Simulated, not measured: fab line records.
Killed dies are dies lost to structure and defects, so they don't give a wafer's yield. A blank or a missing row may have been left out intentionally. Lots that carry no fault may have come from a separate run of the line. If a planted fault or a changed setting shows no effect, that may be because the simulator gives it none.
Which tool was responsible? || flow gf180mcu || 14 lots (42 wafers sampled), 1 step of a 602-step route

## WHAT THE GAUGES SHOWED, per wafer
GF_MVSD_OVL_MEAS_07. Usual: MVSD_OVL -0.3 nm, standard deviation 1.5.
{"lot": "L524", "measured": "day 4 16:27", "on": "overlay-02", "MVSD_OVL (nm)": "-0.7 -2.7 -2.0", "flag": ""}
{"lot": "L526", "measured": "day 5 02:56", "on": "overlay-01", "MVSD_OVL (nm)": "1.1 0.1 2.0", "flag": ""}
{"lot": "L529", "measured": "day 5 20:02", "on": "overlay-01", "MVSD_OVL (nm)": "1.0 0.9 2.0", "flag": ""}
{"lot": "L530", "measured": "day 6 00:38", "on": "overlay-01", "MVSD_OVL (nm)": "-0.1 1.7 1.7", "flag": ""}
{"lot": "L532", "measured": "day 6 17:32", "on": "overlay-01", "MVSD_OVL (nm)": "-2.1 0.5 -1.8", "flag": ""}
{"lot": "L534", "measured": "day 7 06:20", "on": "overlay-02", "MVSD_OVL (nm)": "-0.9 -1.3 -0.7", "flag": ""}
{"lot": "L535", "measured": "day 7 10:10", "on": "overlay-01", "MVSD_OVL (nm)": "-0.3 0.8 -1.4", "flag": ""}
{"lot": "L536", "measured": "day 7 15:27", "on": "overlay-02", "MVSD_OVL (nm)": "-0.1 -0.6 -1.0", "flag": ""}
{"lot": "L537", "measured": "day 7 19:20", "on": "overlay-02", "MVSD_OVL (nm)": "-0.3 -2.4 -0.3", "flag": ""}
{"lot": "L542", "measured": "day 9 00:32", "on": "overlay-02", "MVSD_OVL (nm)": "-3.2 -4.1 -4.7", "flag": ""}
{"lot": "L543", "measured": "day 9 05:44", "on": "overlay-01", "MVSD_OVL (nm)": "2.3 0.7 -0.2", "flag": ""}
{"lot": "L544", "measured": "day 9 11:51", "on": "overlay-01", "MVSD_OVL (nm)": "0.7 1.5 0.4", "flag": ""}
{"lot": "L545", "measured": "day 9 15:08", "on": "overlay-02", "MVSD_OVL (nm)": "-2.3 -0.3 -2.2", "flag": ""}
{"lot": "L546", "measured": "day 10 01:20", "on": "overlay-01", "MVSD_OVL (nm)": "-0.2 -1.8 -1.6", "flag": ""}

## TOOL THAT RAN EACH LOT (tool first, then ch and the chambers of the sampled wafers, then the start)
There is no process step in the record ahead of these readings.

## WHAT THE TOOLS THEMSELVES READ (means of the sampled wafers that have a number; where no wafer has one, the mark that the record gives instead)
The record holds no such reading with a usual standard deviation.

## THE ANSWER, worked out from the rows above alone
Rule: a lot is off if the mean of its wafers that have a number lies more than 3 standard deviations from the usual mean. A lot without any number at a reading at which 4 lots or more have one is off too. All remaining lots with rows at the step are treated as sound. Order of review: gauges by route order, followed by the tools' own readings, for which a lot's mean as printed above is used. At the first step where some lot is off, the reading lying furthest off is the one used; lots without a number count as furthest.
Across all readings shown, no lot is off: no conclusion can be drawn from this.

## WHAT THE SIMULATOR PUT IN
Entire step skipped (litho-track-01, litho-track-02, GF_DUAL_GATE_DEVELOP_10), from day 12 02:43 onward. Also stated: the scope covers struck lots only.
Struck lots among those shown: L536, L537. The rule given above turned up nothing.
